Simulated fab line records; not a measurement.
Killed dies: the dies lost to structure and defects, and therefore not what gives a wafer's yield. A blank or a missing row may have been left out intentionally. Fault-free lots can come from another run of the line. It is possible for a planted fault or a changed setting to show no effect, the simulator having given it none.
fab line records    flow gf180mcu
[record] lots = 12  wafers = 36  lastDay = 34
route steps=602 shown STI@23 DNWELL@34 NWELL@52 LVPWELL@64
lots with no fault: from the same line, run without faults
startH: the number of hours between the record's first day and the start of the first shown wafer of the lot    waitH: hours elapsed since this lot's preceding step    " as in the row above    L1.1+2: one row covering several wafers at once    - either no value or no given start    * or withheld: withheld    < > ~ a bound
route shown NAME@n: names a module that has steps shown in the file, with the first one's number in the route    usual: mean and standard deviation over wafers with no fault    same: alike in all rows    chamber/n: place in a boat    sites: each site's reading    _std_site: how widely they spread, as a standard deviation    _edge_site: inner sites' mean taken away from outer sites' mean    radiusMm: how far each site lies from the wafer's centre    mask NAME#n: copy n    behind: the most recent tool/chamber to have shaped the wafer    hold: the reason the lot was held/the length of the hold in hours/how it ended    device: which transistor (n, p or np) failed to switch    end of line: the route-end tests of the same wafers    a step without rows: its recipe alone    killed: the dies lost at the first sort to structure and to defects; this is not the yield of the wafer    map: a wafer's dies, x killed, . not, _ none there
set.NAME: the setting the step ran with; set.NAME@STEP: the setting that earlier step ran with    model.NAME: the simulator's own value behind a step, which no gauge read
the route's steps for a sample of lots (tables are steps, rows are wafers)
services: a tool's chamber out of use, with start hour (startH, from the record's first day; less than 0 if before it), hours out, and reason
[[steps]]
[step GF_STI_THK_MEAS_22]
[recipe] reads = SiO2_of_STI_OXIDATION_21
[usual] STI_OXIDATION_01_THK = 15.02/0.3
lot.wafer  tool          chamber  startH  waitH  STI_OXIDATION_01_THK[nm]
L304.2     filmMetro-02  -        33.78   0.0    14.77
L304.4     "             -        "       "      14.85
L304.6     "             -        "       "      14.79
L305.1     filmMetro-02  -        37.50   0.0    14.98
L305.2     "             -        "       "      15.09
L305.6     "             -        "       "      15.00
L306.2     filmMetro-02  -        42.66   0.0    14.86
L306.5     "             -        "       "      15.22
L306.6     "             -        "       "      15.11
L308.1     filmMetro-01  -        52.77   0.0    14.62
L308.3     "             -        "       "      14.65
L308.6     "             -        "       "      14.46
L309.1     filmMetro-04  -        57.75   0.0    15.32
L309.5     "             -        "       "      15.20
L309.6     "             -        "       "      15.65
L311.3     filmMetro-02  -        69.61   0.0    15.52
L311.5     "             -        "       "      15.58
L311.6     "             -        "       "      15.65
L313.2     filmMetro-04  -        79.32   0.0    14.68
L313.3     "             -        "       "      14.86
L313.6     "             -        "       "      14.98
L319.1     filmMetro-04  -        110.81  0.0    15.32
L319.4     "             -        "       "      15.05
L319.6     "             -        "       "      15.25
L322.2     filmMetro-01  -        124.61  0.0    14.45
L322.3     "             -        "       "      14.81
L322.6     "             -        "       "      14.60
L324.2     filmMetro-04  -        135.11  0.0    14.98
L324.5     "             -        "       "      14.78
L324.6     "             -        "       "      14.95
L325.1     filmMetro-01  -        139.60  0.0    15.00
L325.4     "             -        "       "      15.12
L325.6     "             -        "       "      15.20
L326.4     filmMetro-01  -        145.69  0.0    15.42
L326.5     "             -        "       "      15.37
L326.6     "             -        "       "      15.34
[step GF_DNWELL_COAT_02]
[recipe] spinRpm = 2000  resistThkNm = 3000
[usual] spinSpeedRpm = 1999.7/1.3
lot.wafer  tool           chamber  startH  waitH  spinSpeedRpm
L304.2     lithoTrack-01  0        42.20   0.1    1999.5
L304.4     "              0        "       "      2000.1
L304.6     "              0        "       "      1996.5
L305.1     lithoTrack-01  0        45.67   0.1    2000.2
L305.2     "              0        "       "      1998.5
L305.6     "              0        "       "      1999.5
L306.2     lithoTrack-03  0        50.93   0.1    2000.4
L306.5     "              0        "       "      2001.3
L306.6     "              0        "       "      1999.7
L308.1     lithoTrack-01  0        61.47   0.1    1999.9
L308.3     "              0        "       "      1997.8
L308.6     "              0        "       "      1999.9
L309.1     lithoTrack-01  0        67.77   0.1    2001.0
L309.5     "              0        "       "      1997.8
L309.6     "              0        "       "      2002.4
L311.3     lithoTrack-02  0        78.44   0.1    1999.0
L311.5     "              0        "       "      1999.5
L311.6     "              0        "       "      1999.5
L313.2     lithoTrack-02  0        88.52   0.1    1998.7
L313.3     "              0        "       "      2001.8
L313.6     "              0        "       "      2000.4
L319.1     lithoTrack-02  0        122.09  0.1    1862.8
L319.4     "              0        "       "      1864.5
L319.6     "              0        "       "      1863.7
L322.2     lithoTrack-02  0        134.57  0.1    1864.4
L322.3     "              0        "       "      1861.9
L322.6     "              0        "       "      1864.7
L324.2     lithoTrack-01  0        145.44  0.1    2000.9
L324.5     "              0        "       "      2001.8
L324.6     "              0        "       "      2002.1
L325.1     lithoTrack-01  0        150.37  0.1    2000.7
L325.4     "              0        "       "      1999.5
L325.6     "              0        "       "      1999.7
L326.4     lithoTrack-01  0        155.59  0.1    1999.0
L326.5     "              0        "       "      1999.5
L326.6     "              0        "       "      2000.1
[step GF_DNWELL_STRIP_08]
[recipe] chemistry = O2/N2  powerW = 1400  pressureMtorr = 1500  platenTempC = 250  o2FlowSccm = 3000  n2FlowSccm = 300  overashFraction = 0.5
[usual] drypumpMotorCurrentA = 5.5/0.34  heaterPowerW = 339/42  oesProductAu = 0.723/0.0044  stripTimeToEndpointS = 37.01/0.099
lot.wafer  tool            chamber  startH  waitH  drypumpMotorCurrentA  heaterPowerW  oesProductAu  rfHoursCounterH  stripTimeToEndpointS
L304.2     plasmaAsher-01  0        48.62   0.1    5.7                   391           0.714         39               37.09
L304.4     "               1        "       "      5.4                   378           0.724         -                37.11
L304.6     "               1        "       "      5.3                   379           0.728         -                37.13
L305.1     plasmaAsher-04  0        52.07   0.1    5.2                   330           0.722         40               36.98
L305.2     "               1        "       "      6.0                   275           0.722         40               37.07
L305.6     "               1        "       "      6.0                   272           0.727         -                36.97
L306.2     plasmaAsher-01  1        57.59   0.1    5.3                   383           0.717         40               37.10
L306.5     "               0        "       "      5.8                   399           0.728         -                37.17
L306.6     "               1        "       "      5.3                   372           0.723         -                37.19
L308.1     plasmaAsher-02  0        68.10   0.1    5.0                   312           0.725         42               36.82
L308.3     "               0        "       "      5.0                   304           0.722         -                36.89
L308.6     "               1        "       "      5.6                   350           0.723         -                36.83
L309.1     plasmaAsher-04  0        74.20   0.1    5.3                   329           0.717         42               37.18
L309.5     "               1        "       "      6.0                   266           0.717         -                37.10
L309.6     "               0        "       "      5.2                   323           0.726         -                37.15
L311.3     plasmaAsher-04  1        85.07   0.1    6.0                   268           0.717         -                36.98
L311.5     "               0        "       "      5.2                   318           0.725         -                37.01
L311.6     "               1        "       "      6.0                   270           0.726         -                36.95
L313.2     plasmaAsher-01  0        95.64   0.1    5.7                   384           0.732         44               37.03
L313.3     "               0        "       "      5.7                   388           0.728         -                37.10
L313.6     "               1        "       "      5.3                   380           0.725         -                37.10
L319.1     plasmaAsher-01  1        129.87  0.1    5.3                   387           0.722         1                38.22
L319.4     "               0        "       "      5.7                   375           0.717         -                38.15
L319.6     "               0        "       "      5.7                   362           0.724         -                38.26
L322.2     plasmaAsher-01  0        142.90  0.1    5.7                   371           0.728         2                38.10
L322.3     "               0        "       "      5.8                   378           0.726         -                38.20
L322.6     "               1        "       "      5.3                   385           0.725         -                38.33
L324.2     plasmaAsher-02  1        153.17  0.1    5.6                   347           0.728         51               37.01
L324.5     "               1        "       "      5.6                   352           0.716         -                37.21
L324.6     "               0        "       "      5.0                   311           0.721         -                37.02
L325.1     plasmaAsher-02  1        158.74  0.1    5.6                   351           0.727         52               37.02
L325.4     "               1        "       "      5.6                   340           0.731         -                37.11
L325.6     "               1        "       "      5.6                   346           0.726         -                37.02
L326.4     plasmaAsher-04  1        163.88  0.1    6.1                   274           0.718         -                37.01
L326.5     "               1        "       "      6.1                   270           0.726         -                36.89
L326.6     "               0        "       "      5.3                   322           0.727         -                36.92
[step GF_NWELL_STRIP_10]
[recipe] chemistry = O2/N2  powerW = 1400  pressureMtorr = 1500  platenTempC = 250  o2FlowSccm = 3000  n2FlowSccm = 300  overashFraction = 0.5
[usual] drypumpMotorCurrentA = 5.5/0.33  heaterPowerW = 338/58  oesProductAu = 0.723/0.0047  stripTimeToEndpointS = 37.01/0.094
lot.wafer  tool            chamber  startH  waitH  drypumpMotorCurrentA  heaterPowerW  oesProductAu  rfHoursCounterH  stripTimeToEndpointS
L304.2     plasmaAsher-03  1        62.47   0.1    5.9                   441           0.725         25               37.03
L304.4     "               1        "       "      5.9                   443           0.725         -                37.07
L304.6     "               1        "       "      5.9                   439           0.718         -                36.93
L305.1     plasmaAsher-03  0        65.02   0.1    5.4                   278           0.723         25               36.90
L305.2     "               1        "       "      5.9                   444           0.717         25               37.03
L305.6     "               0        "       "      5.4                   285           0.724         -                37.01
L306.2     plasmaAsher-02  1        70.37   0.1    5.6                   344           0.715         42               37.07
L306.5     "               0        "       "      5.0                   310           0.718         -                36.99
L306.6     "               1        "       "      5.6                   347           0.721         -                36.99
L308.1     plasmaAsher-02  0        81.41   0.1    5.0                   309           0.722         43               37.16
L308.3     "               1        "       "      5.6                   349           0.714         -                37.08
L308.6     "               0        "       "      5.1                   304           0.731         -                37.00
L309.1     plasmaAsher-04  0        87.67   0.1    5.2                   340           0.723         44               36.84
L309.5     "               1        "       "      6.1                   272           0.725         -                36.91
L309.6     "               0        "       "      5.2                   326           0.727         -                36.81
L311.3     plasmaAsher-03  0        98.31   0.1    5.4                   278           0.728         -                36.94
L311.5     "               1        "       "      5.8                   433           0.727         -                37.02
L311.6     "               0        "       "      5.4                   281           0.728         -                37.09
L313.2     plasmaAsher-03  1        110.67  0.1    5.9                   437           0.719         30               37.00
L313.3     "               0        "       "      5.4                   284           0.726         -                36.97
L313.6     "               0        "       "      5.4                   279           0.725         -                37.01
L319.1     plasmaAsher-02  0        145.18  0.1    5.0                   316           0.719         50               36.93
L319.4     "               0        "       "      5.1                   308           0.718         -                36.98
L319.6     "               1        "       "      5.6                   350           0.716         -                36.98
L322.2     plasmaAsher-03  0        158.81  0.1    5.4                   284           0.722         35               36.85
L322.3     "               1        "       "      5.9                   439           0.716         -                36.86
L322.6     "               1        "       "      5.9                   446           0.714         -                36.91
L324.2     plasmaAsher-03  1        169.28  0.1    5.9                   444           0.721         36               37.14
L324.5     "               1        "       "      5.9                   442           0.727         -                37.09
L324.6     "               0        "       "      5.4                   287           0.722         -                37.08
L325.1     plasmaAsher-04  1        175.11  0.1    6.1                   273           0.729         53               36.92
L325.4     "               1        "       "      6.1                   279           0.726         -                36.99
L325.6     "               0        "       "      5.2                   335           0.719         -                36.92
L326.4     plasmaAsher-03  0        180.85  0.1    5.4                   281           0.722         -                37.04
L326.5     "               1        "       "      5.9                   435           0.711         -                37.09
L326.6     "               0        "       "      5.4                   281           0.724         -                37.02
[step GF_LVPWELL_STRIP_10]
[recipe] chemistry = O2/N2  powerW = 1400  pressureMtorr = 1500  platenTempC = 250  o2FlowSccm = 3000  n2FlowSccm = 300  overashFraction = 0.5
[usual] drypumpMotorCurrentA = 5.60/0.3  heaterPowerW = 349/60  oesProductAu = 0.722/0.0043  stripTimeToEndpointS = 36.97/0.094
lot.wafer  tool            chamber  startH  waitH  drypumpMotorCurrentA  heaterPowerW  oesProductAu  rfHoursCounterH  stripTimeToEndpointS
L304.2     plasmaAsher-01  1        75.08   0.1    5.32                  382           0.724         42               36.98
L304.4     "               0        "       "      5.73                  397           0.722         -                36.82
L304.6     "               0        "       "      5.73                  398           0.722         -                36.88
L305.1     plasmaAsher-04  0        78.14   0.1    5.23                  330           0.719         42               37.00
L305.2     "               1        "       "      6.11                  272           0.723         42               37.06
L305.6     "               1        "       "      6.05                  276           0.726         -                36.87
L306.2     plasmaAsher-04  0        84.09   0.1    5.25                  325           0.730         43               36.97
L306.5     "               0        "       "      5.25                  332           0.728         -                37.01
L306.6     "               1        "       "      6.04                  273           0.717         -                37.05
L308.1     plasmaAsher-04  0        95.18   0.1    5.26                  339           0.718         44               36.90
L308.3     "               0        "       "      5.25                  326           0.721         -                36.93
L308.6     "               1        "       "      6.11                  277           0.718         -                36.92
L309.1     plasmaAsher-03  1        101.87  0.1    5.84                  444           0.720         29               36.92
L309.5     "               0        "       "      5.43                  278           0.718         -                36.88
L309.6     "               1        "       "      5.87                  453           0.726         -                36.95
L311.3     plasmaAsher-04  0        113.42  0.1    5.23                  323           0.729         -                36.92
L311.5     "               0        "       "      5.23                  327           0.724         -                36.88
L311.6     "               1        "       "      6.01                  276           0.724         -                36.90
L313.2     plasmaAsher-03  1        125.82  0.1    5.88                  446           0.720         31               36.97
L313.3     "               0        "       "      5.40                  278           0.726         -                37.03
L313.6     "               1        "       "      5.87                  438           0.723         -                36.93
L319.1     plasmaAsher-04  1        160.11  0.1    6.06                  276           0.722         51               37.04
L319.4     "               1        "       "      6.08                  271           0.718         -                36.88
L319.6     "               0        "       "      5.24                  336           0.727         -                36.99
L322.2     plasmaAsher-01  1        175.04  0.1    5.36                  382           0.721         5                36.99
L322.3     "               0        "       "      5.73                  364           0.732         -                36.98
L322.6     "               0        "       "      5.73                  370           0.721         -                36.99
L324.2     plasmaAsher-01  0        185.84  0.1    5.76                  372           0.718         6                37.11
L324.5     "               1        "       "      5.31                  380           0.722         -                36.98
L324.6     "               0        "       "      5.76                  375           0.721         -                37.03
L325.1     plasmaAsher-01  1        191.53  0.1    5.32                  382           0.722         7                37.06
L325.4     "               1        "       "      5.33                  385           0.726         -                37.19
L325.6     "               1        "       "      5.31                  390           0.726         -                37.08
L326.4     plasmaAsher-01  1        197.77  0.1    5.33                  386           0.725         -                36.87
L326.5     "               0        "       "      5.67                  359           0.722         -                36.83
L326.6     "               1        "       "      5.32                  388           0.727         -                37.04
[[services]]
tool            chamber  startH  hours  kind
plasmaAsher-02  -        39.47   2.4    repair
plasmaAsher-01  -        108.75  9.0    pm
plasmaAsher-01  0        108.75  9.0    ventCycle
plasmaAsher-01  1        108.75  9.0    ventCycle
plasmaAsher-01  0        117.75  -      clean
plasmaAsher-01  1        117.75  -      clean
plasmaAsher-02  -        119.87  2.3    repair
plasmaAsher-01  -        158.45  2.0    repair
plasmaAsher-04  -        177.88  0.7    repair
[[key]]
[firstSign] step = GF_DNWELL_COAT_02  reading = spinSpeedRpm  direction = down  sigmas = 99+  usual = *  struck = *
[effect] step = GF_DNWELL_STRIP_08  reading = stripTimeToEndpointS  direction = up  sigmas = 12  usual = *  struck = *
metAt GF_DNWELL_COAT_02
struckLots L319,L322
testerLeftOut L319,L322
notActingAt GF_STI_THK_MEAS_22,GF_NWELL_STRIP_10,GF_LVPWELL_STRIP_10
onsetBetween 88.52 122.09
[fault] kind = processParameterDrift  tool = lithoTrack-02  chamber = -  onsetH = 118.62  steps = GF_DNWELL_COAT_02  channel = spinRpm  offset = *  shape = step  endH = 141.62  actsIn = *  stated = *
// testerLeftOut: of these lots the tester's yield and bins aren't shown, on N5 and GAA mostly nor the transistor test; their killed dies are dies lost to structure and defects alone, not to doping, threshold or leakage, so they don't give the yield
